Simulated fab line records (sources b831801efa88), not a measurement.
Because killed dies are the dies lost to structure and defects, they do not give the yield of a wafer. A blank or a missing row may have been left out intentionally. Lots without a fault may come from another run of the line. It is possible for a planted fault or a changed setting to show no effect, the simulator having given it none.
Which of the tools did it? :: flow sky130 :: 12 lots, 36 wafers sampled, at 2 steps of a route of 708

WHAT EACH GAUGE READ, for each wafer
SKY_METAL2_CD_MEAS_15: target cd 140 nm.
lot: L075
measured: day 34 20:37
on: cd_sem-02
cd_nm (nm): 140.8 141.8 142.1

lot: L077
measured: day 35 16:58
on: cd_sem-02
cd_nm (nm): 139.3 140.3 139.9

lot: L079
measured: day 36 23:50
on: cd_sem-02
cd_nm (nm): 138.3 137.2 138.0

lot: L081
measured: day 37 11:07
on: cd_sem-01
cd_nm (nm): 139.2 140.0 140.2

lot: L083
measured: day 38 05:07
on: cd_sem-02
cd_nm (nm): 139.2 139.0 137.8

lot: L084
measured: day 39 05:21
on: cd_sem-02
cd_nm (nm): 138.3 139.0 138.7

lot: L086
measured: day 39 15:55
on: cd_sem-01
cd_nm (nm): 139.6 140.1 141.9

lot: L090
measured: day 40 04:58
on: cd_sem-02
cd_nm (nm): 136.8 136.6 137.0

lot: L091
measured: day 40 08:25
on: cd_sem-02
cd_nm (nm): 140.6 142.6 140.2

lot: L092
measured: day 41 01:28
on: cd_sem-01
cd_nm (nm): 141.9 142.2 141.1

lot: L095
measured: day 41 11:12
on: cd_sem-02
cd_nm (nm): 139.0 138.8 139.0

lot: L097
measured: day 41 23:13
on: cd_sem-01
cd_nm (nm): 140.6 142.3 140.4

TOOL THAT RAN EACH LOT (tool first, then ch and the chambers of the sampled wafers, then the start)
lot: L075
SKY_VIA1_SPUTTER_20: pvd_sputter-04, day 33 16:55

lot: L077
SKY_VIA1_SPUTTER_20: pvd_sputter-03, day 34 13:44

lot: L079
SKY_VIA1_SPUTTER_20: pvd_sputter-02, day 35 21:12

lot: L081
SKY_VIA1_SPUTTER_20: pvd_sputter-04, day 36 08:22

lot: L083
SKY_VIA1_SPUTTER_20: pvd_sputter-02, day 37 02:20

lot: L084
SKY_VIA1_SPUTTER_20: pvd_sputter-02, day 38 02:35

lot: L086
SKY_VIA1_SPUTTER_20: pvd_sputter-04, day 38 13:39

lot: L090
SKY_VIA1_SPUTTER_20: pvd_sputter-03, day 39 02:56

lot: L091
SKY_VIA1_SPUTTER_20: pvd_sputter-02, day 39 06:21

lot: L092
SKY_VIA1_SPUTTER_20: pvd_sputter-02, day 40 00:25

lot: L095
SKY_VIA1_SPUTTER_20: pvd_sputter-04, day 40 10:09

lot: L097
SKY_VIA1_SPUTTER_20: pvd_sputter-02, day 40 23:23
- SKY_VIA1_SPUTTER_20: material TiN, target thk 20 nm, time 80 s.

THE ANSWER, worked out from the rows above alone
Rule: usual is defined by the lots themselves. The widest of any qualifying gaps counts: lots, ordered by their means at a reading, are off when they make up no more than a third of the lots, leave a main group of 4 or more, and stand apart from it by 3 or more times the standard deviation of that group's means. The tables above print the reading to a certain number of digits; a main group whose means all agree to those digits is not used. Also off: a lot with no number at a reading for which 4 or more lots have one. All remaining lots with rows at the step are treated as sound.
No lot is off at any reading shown: from this, nothing can be told.

WHAT THE SIMULATOR HAD INSERTED
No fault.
